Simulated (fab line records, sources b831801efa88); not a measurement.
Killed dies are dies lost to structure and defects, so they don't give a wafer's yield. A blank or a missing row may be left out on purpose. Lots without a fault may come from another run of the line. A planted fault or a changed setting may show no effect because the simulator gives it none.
fab line records | flow gf180mcu
record lots=6 wafers=18 last_day=33
route steps=602 shown TOP_METAL@586 PASSIVATION@587
lots that met no fault: from a run of the same line without faults
start_h: hours from the record's first day to the start of the lot's first wafer shown | wait_h: hours since the lot's step before | " the same as in the row above | L1.1+2: a row that stands for several wafers | - no value, or no start given | * or withheld: withheld | < > ~ a bound
route shown NAME@n: a module of which the file shows steps, and the number in the route of the first | usual: mean/standard deviation of fault-free wafers | same: alike in all rows | chamber/n: place in a boat | sites: the reading at each site | _std_site: their standard deviation | _edge_site: outer sites' mean less inner sites' | radius_mm: how far each site lies from the wafer's centre | mask NAME#n: copy n | behind: the tool/chamber that last shaped the wafer | hold: why the lot was held/for how many hours/how that ended | device: the transistor (n, p or np) that didn't switch | end of line: the same wafers' tests at the end of the route | a step without rows: its recipe alone | killed: dies lost to structure and defects at the first sort, not the wafer's yield | map: a wafer's dies, x killed, . not, _ none there
set.NAME: the setting as run; set.NAME@STEP: as run at that earlier step | model.NAME: the simulator's own value behind a step, which no gauge read
lots at some steps of the route; a table a step, a row a wafer
services: from which hour (start_h, from the record's first day; less than 0 if before it) a tool's chamber was out of use, for how many hours, and why
## steps
# step GF_TOP_METAL_CLEAN_19
# recipe chemistry=DIW dry=n2_spin
# step GF_PASSIVATION_CVD_00
# recipe material=SiO2 target_thk_nm=1000 precursor=TEOS temp_c=400 time_s=111.95 rf_w=600
# usual heater_power_w=614/77
# columns lot.wafer tool chamber start_h wait_h heater_power_w
L595.3 pecvd-04 2 647.05 0.0 484
L595.4 " 2 " " 532
L595.6 " 0 " " 591
L598.1 pecvd-03 1 672.80 0.0 562
L598.4 " 1 " " 643
L598.6 " 0 " " 557
L603.2 pecvd-03 0 711.96 0.0 523
L603.3 " 1 " " 614
L603.6 " 2 " " 528
L604.2 pecvd-04 2 721.62 0.0 466
L604.4 " 1 " " 607
L604.6 " 0 " " 725
L613.2 pecvd-01 2 773.50 0.0 669
L613.4 " 0 " " 631
L613.6 " 2 " " 558
L615.2 pecvd-01 1 781.96 0.0 716
L615.3 " 2 " " 670
L615.6 " 0 " " 640
# step GF_PASSIVATION_THK_MEAS_01
# recipe reads=SiO2_of_PASSIVATION_CVD_00
# usual PASSIVATION_CVD_00_THK=999/12
# columns lot.wafer tool chamber start_h wait_h PASSIVATION_CVD_00_THK[nm]
L595.3 film_metro-01 - 647.15 0.1 973
L595.4 " - " " 1001
L595.6 " - " " 986
L598.1 film_metro-03 - 672.88 0.0 994
L598.4 " - " " 1009
L598.6 " - " " 1013
L603.2 film_metro-03 - 712.05 0.0 984
L603.3 " - " " 997
L603.6 " - " " 998
L604.2 film_metro-02 - 721.71 0.0 1003
L604.4 " - " " 1013
L604.6 " - " " 1020
L613.2 film_metro-03 - 773.59 0.0 980
L613.4 " - " " 1009
L613.6 " - " " 1004
L615.2 film_metro-03 - 782.05 0.0 999
L615.3 " - " " 1001
L615.6 " - " " 1015
# step GF_PASSIVATION_CVD_02
# recipe material=Si3N4 target_thk_nm=700 time_s=486.18 temp_c=400 rf_w=450
# usual heater_power_w=660/78
# columns lot.wafer tool chamber start_h wait_h heater_power_w
L595.3 pecvd-01 2 647.19 0.0 758
L595.4 " 0 " " 594
L595.6 " 1 " " 713
L598.1 pecvd-04 1 672.94 0.1 629
L598.4 " 0 " " 652
L598.6 " 1 " " 691
L603.2 pecvd-04 1 712.10 0.0 722
L603.3 " 2 " " 599
L603.6 " 0 " " 757
L604.2 pecvd-01 1 721.76 0.0 726
L604.4 " 2 " " 699
L604.6 " 0 " " 709
L613.2 pecvd-03 1 773.64 0.0 682
L613.4 " 1 " " 727
L613.6 " 2 " " 713
L615.2 pecvd-03 2 782.10 0.0 709
L615.3 " 1 " " 736
L615.6 " 2 " " 573
# step GF_PASSIVATION_THK_MEAS_03
# recipe reads=Si3N4_of_PASSIVATION_CVD_02
# usual PASSIVATION_CVD_02_THK=698/8.9
# columns lot.wafer tool chamber start_h wait_h PASSIVATION_CVD_02_THK[nm]
L595.3 film_metro-03 - 647.50 0.2 705
L595.4 " - " " 712
L595.6 " - " " 706
L598.1 film_metro-02 - 673.23 0.1 685
L598.4 " - " " 688
L598.6 " - " " 702
L603.2 film_metro-01 - 712.40 0.2 694
L603.3 " - " " 698
L603.6 " - " " 711
L604.2 film_metro-01 - 722.06 0.2 701
L604.4 " - " " 704
L604.6 " - " " 708
L613.2 film_metro-03 - 773.94 0.2 687
L613.4 " - " " 700
L613.6 " - " " 705
L615.2 film_metro-03 - 782.39 0.2 694
L615.3 " - " " 690
L615.6 " - " " 707
# step GF_PASSIVATION_DEHYDRATE_04
# recipe temp_c=200 time_s=60
# step GF_PASSIVATION_HMDS_05
# recipe prime_time_s=60 prime_temp_c=120
# step GF_PASSIVATION_COAT_06
# recipe spin_rpm=2000 resist_thk_nm=4000
# step GF_PASSIVATION_SOFTBAKE_07
# recipe temp_c=110 time_s=withheld
# step GF_PASSIVATION_EXPOSE_08
# recipe mask_id=Pad target_cd_nm=40000 na=0.57 dose_mj=310
# step GF_PASSIVATION_PEB_09
# recipe temp_c=115 time_s=withheld
# step GF_PASSIVATION_DEVELOP_10
# recipe develop_time_s=60 dev_temp_c=23
# step GF_PASSIVATION_ETCH_11
# recipe chemistry=CF4/O2 target_depth_nm=1800 stop_on=TiN source_w=800 bias_w=150 pressure_mtorr=150 cf4_flow_sccm=80 O2_flow_sccm=10 time_s=400
# usual O2_flow_sccm=10.00/0.031 bias_w=150.0/0.43 drypump_motor_current_A=5.5/0.4 oes_product_au=0.962/0.0071 throttle_valve_pct=5.959/0.009
# columns lot.wafer tool chamber start_h wait_h O2_flow_sccm bias_w drypump_motor_current_A oes_product_au rf_hours_counter_h throttle_valve_pct model.coat_of_PASSIVATION_COAT_06.thk_nm
L595.3 rie_diel-03 0 666.93 - 10.00 149.1 5.7 0.962 23 5.961 2786
L595.4 " 3 " " 10.01 150.5 6.1 0.968 32 5.963 2795
L595.6 " 1 " " 10.00 150.6 5.4 0.957 - 5.969 2794
L598.1 rie_diel-03 1 692.04 - 10.01 150.5 5.4 0.954 11 5.965 2764
L598.4 " 3 " " 10.03 150.3 6.1 0.958 33 5.970 2786
L598.6 " 3 " " 10.03 149.9 6.1 0.969 - 5.971 2791
L603.2 rie_diel-03 3 729.78 - - - - - - - 3980
L603.3 " 0 " " - - - - - - 3990
L603.6 " 0 " " - - - - - - 4001
L604.2 rie_diel-03 3 739.38 - - - - - - - 3987
L604.4 " 2 " " - - - - - - 3997
L604.6 " 2 " " - - - - - - 3971
L613.2 rie_diel-04 2 790.23 - 9.97 150.7 5.2 0.956 26 5.950 2803
L613.4 " 0 " " 10.03 150.1 5.5 0.968 - 5.945 2799
L613.6 " 3 " " 10.02 150.6 6.1 0.957 - 5.956 2811
L615.2 rie_diel-03 0 797.68 - 9.97 149.9 5.7 0.956 28 5.964 2810
L615.3 " 2 " " 9.99 150.6 5.2 0.958 16 5.967 2782
L615.6 " 3 " " 9.97 150.2 6.1 0.968 - 5.955 2803
# step GF_PASSIVATION_STRIP_12
# recipe chemistry=O2/N2 power_w=1400 pressure_mtorr=1500 platen_temp_c=250 o2_flow_sccm=3000 n2_flow_sccm=300 overash_fraction=0.5
# usual drypump_motor_current_A=5.8/0.47 heater_power_w=315/41 oes_product_au=0.719/0.0044 strip_time_to_endpoint_s=34.73/0.19
# columns lot.wafer tool chamber start_h wait_h drypump_motor_current_A heater_power_w oes_product_au rf_hours_counter_h strip_time_to_endpoint_s
L595.3 plasma_asher-02 0 667.21 0.2 5.4 387 0.718 - 34.63
L595.4 " 1 " " 5.9 264 0.719 - 34.71
L595.6 " 0 " " 5.3 383 0.722 - 34.72
L598.1 plasma_asher-03 0 692.28 0.1 6.2 247 0.724 110 34.36
L598.4 " 0 " " 6.2 241 0.714 - 34.62
L598.6 " 0 " " 6.3 259 0.720 - 34.68
L603.2 plasma_asher-04 0 730.02 0.1 6.3 300 0.725 95 48.06
L603.3 " 1 " " 5.3 323 0.722 - 48.16
L603.6 " 1 " " 5.3 323 0.722 - 48.30
L604.2 plasma_asher-02 0 739.62 0.1 5.4 380 0.730 32 48.14
L604.4 " 0 " " 5.4 389 0.725 - 48.26
L604.6 " 0 " " 5.4 391 0.728 - 47.96
L613.2 plasma_asher-03 1 790.47 0.1 6.5 367 0.718 5 34.82
L613.4 " 0 " " 6.2 251 0.717 - 34.78
L613.6 " 1 " " 6.5 371 0.718 - 34.91
L615.2 plasma_asher-03 1 797.92 0.1 6.5 374 0.726 6 34.90
L615.3 " 1 " " 6.5 370 0.719 - 34.56
L615.6 " 0 " " 6.2 255 0.718 - 34.81
# step GF_PASSIVATION_ANNEAL_13
# recipe temp_c=400 time_s=1800 ambient=N2/H2 idle_temp_c=300 ramp_up_c_per_min=10 ramp_down_c_per_min=3
## services
# columns tool chamber start_h hours kind
pecvd-03 0 624.65 3.9 repair
pecvd-01 - 628.45 0.9 repair
rie_diel-04 1 628.52 20.8 repair
rie_diel-04 2 630.63 3.7 repair
rie_diel-03 3 633.58 1.2 repair
pecvd-01 - 642.76 2.8 pm
plasma_asher-03 - 645.74 0.7 repair
rie_diel-03 - 661.00 0.5 repair
pecvd-03 - 665.70 0.2 repair
plasma_asher-02 - 666.65 0.3 repair
pecvd-04 0 673.71 7.4 repair
plasma_asher-03 - 676.26 4.2 repair
rie_diel-04 1 676.63 9.2 repair
rie_diel-04 3 687.05 4.7 repair
rie_diel-04 - 688.92 6.2 repair
plasma_asher-03 - 704.25 30.8 repair
plasma_asher-04 - 705.93 1.4 repair
rie_diel-04 0 726.11 14.0 repair
rie_diel-04 - 734.16 2.0 repair
rie_diel-03 0 734.39 4.2 repair
plasma_asher-03 - 735.04 9.0 pm
pecvd-03 1 736.19 4.5 repair
pecvd-01 - 750.82 0.6 repair
plasma_asher-02 - 770.92 15.6 pm
## key
first_sign step=GF_PASSIVATION_ETCH_11 reading=tool_record direction=missing
effect step=GF_PASSIVATION_STRIP_12 reading=strip_time_to_endpoint_s direction=up sigmas=69 usual=* struck=*
model_effect step=GF_PASSIVATION_ETCH_11 value=coat_of_PASSIVATION_COAT_06.thk_nm without=2788 struck=3988
model_effect step=GF_PASSIVATION_PROBE_99 value=etest.contact_nplus.open without=0 struck=1
met_at GF_PASSIVATION_ETCH_11
struck_wafers L603.2,L603.3,L603.6,L604.2,L604.4,L604.6
later_rows_left_out L603.2,L603.3,L603.6,L604.2,L604.4,L604.6
sort_left_out L603.2,L603.3,L603.6,L604.2,L604.4,L604.6
onset_between 692.04 729.78
fault kind=skipped_step_whole tool=rie_diel-03 chamber=- onset_h=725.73 steps=GF_PASSIVATION_ETCH_11 scope=struck_lots_only
# sort_left_out: the simulated sort isn't trusted on such a fault, so these wafers' sort isn't shown, and their yield isn't known
# later_rows_left_out: the simulator's readings of these wafers behind a module that went badly wrong aren't trusted and aren't shown, but for the sort
